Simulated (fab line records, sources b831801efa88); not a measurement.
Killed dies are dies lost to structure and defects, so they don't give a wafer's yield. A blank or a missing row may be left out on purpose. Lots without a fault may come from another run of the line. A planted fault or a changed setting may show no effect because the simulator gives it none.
Tool commonality check | flow sky130 | 12 lots, 36 wafers sampled

WHY IT WAS OPENED
At SKY_GATE_OXIDE_THK_MEAS_02 the reading GATE_OXIDE_OXIDATION_00_THK is flagged on 2 of 12 lots. Wafers without a fault read 10.24 nm, standard deviation 0.27.
Rule: a lot is flagged when every wafer of it that has a number lies more than 4 standard deviations from that mean, or none has a number. The other lots count as sound.

lot  | measured     | on            | GATE_OXIDE_OXIDATION_00_THK (nm), wafer by wafer | flag
L881 | day 12 14:41 | film_metro-02 | 10.17 10.10 10.25                                |
L884 | day 13 10:02 | film_metro-01 | 10.65 10.73 10.78                                |
L885 | day 13 17:46 | film_metro-04 | 12.73 12.90 12.83                                | FLAGGED
L886 | day 14 03:36 | film_metro-04 | 12.89 12.75 12.81                                | FLAGGED
L893 | day 17 00:41 | film_metro-02 | 10.30 10.33 10.19                                |
L894 | day 17 06:08 | film_metro-02 | 10.11 10.38 10.33                                |
L895 | day 17 10:50 | film_metro-02 | 9.93 9.75 9.74                                   |
L898 | day 18 12:14 | film_metro-01 | 10.48 10.55 10.54                                |
L900 | day 19 09:02 | film_metro-01 | 10.15 10.11 10.31                                |
L901 | day 19 10:14 | film_metro-01 | 10.34 10.17 10.08                                |
L902 | day 19 17:58 | film_metro-04 | 10.46 10.43 10.44                                |
L904 | day 20 18:24 | film_metro-01 | 10.30 10.55 10.31                                |
The numbers of the flagged lots are 12.82 nm on average: +2.58 nm against the usual, or +10 standard deviations.

WHICH TOOL RAN EACH LOT
The record holds 1 process step before the reading, out of a route of 708 steps. In each cell: the tool, then ch and the chambers that the sampled wafers went through, then the start.
lot  | flag    | SKY_GATE_OXIDE_OXIDATION_01
L881 |         | furnace-01 ch 0, day 12 13:16
L884 |         | furnace-02 ch 0, day 13 08:38
L885 | FLAGGED | furnace-02 ch 0, day 13 16:22
L886 | FLAGGED | furnace-02 ch 0, day 14 02:11
L893 |         | furnace-02 ch 0, day 16 23:16
L894 |         | furnace-02 ch 0, day 17 04:42
L895 |         | furnace-01 ch 0, day 17 09:25
L898 |         | furnace-02 ch 0, day 18 10:50
L900 |         | furnace-01 ch 0, day 19 07:38
L901 |         | furnace-02 ch 0, day 19 08:48
L902 |         | furnace-02 ch 0, day 19 16:33
L904 |         | furnace-01 ch 0, day 20 16:59
What these steps do:
- SKY_GATE_OXIDE_OXIDATION_01: stabilise 600 s, purge 300 s, target thk 10.268 nm.
- SKY_GATE_OXIDE_THK_MEAS_02

FLAGGED OVER TOTAL, TOOL BY TOOL (the gauges that took the reading come last)
step                        | tool          | lots run | flagged | share of the flagged lots | sound lots run after its first flagged lot
SKY_GATE_OXIDE_OXIDATION_01 | furnace-01    | 4        | 0       | none                      | -
SKY_GATE_OXIDE_OXIDATION_01 | furnace-02    | 8        | 2       | all                       | 5 (L893,L894,L898,L901,L902)
SKY_GATE_OXIDE_THK_MEAS_02  | film_metro-01 | 5        | 0       | none                      | -
SKY_GATE_OXIDE_THK_MEAS_02  | film_metro-02 | 4        | 0       | none                      | -
SKY_GATE_OXIDE_THK_MEAS_02  | film_metro-04 | 3        | 2       | all                       | 1 (L902)

WHAT THE TABLE ALLOWS
2 rows of the table ran every flagged lot: furnace-02 at SKY_GATE_OXIDE_OXIDATION_01, film_metro-04 at SKY_GATE_OXIDE_THK_MEAS_02.
- furnace-02 at SKY_GATE_OXIDE_OXIDATION_01: 2 of its 8 lots flagged. Sound lots ran on it after the first flagged one (L893, L894, L898, L901, L902), which a lasting fault on the whole tool wouldn't allow.
- film_metro-04 at SKY_GATE_OXIDE_THK_MEAS_02: 2 of its 3 lots flagged. Sound lots ran on it after the first flagged one (L902), which a lasting fault on the whole tool wouldn't allow.
No row of the table ran every flagged lot and no sound lot after the first.

WHAT THE SIMULATOR HAD PUT IN
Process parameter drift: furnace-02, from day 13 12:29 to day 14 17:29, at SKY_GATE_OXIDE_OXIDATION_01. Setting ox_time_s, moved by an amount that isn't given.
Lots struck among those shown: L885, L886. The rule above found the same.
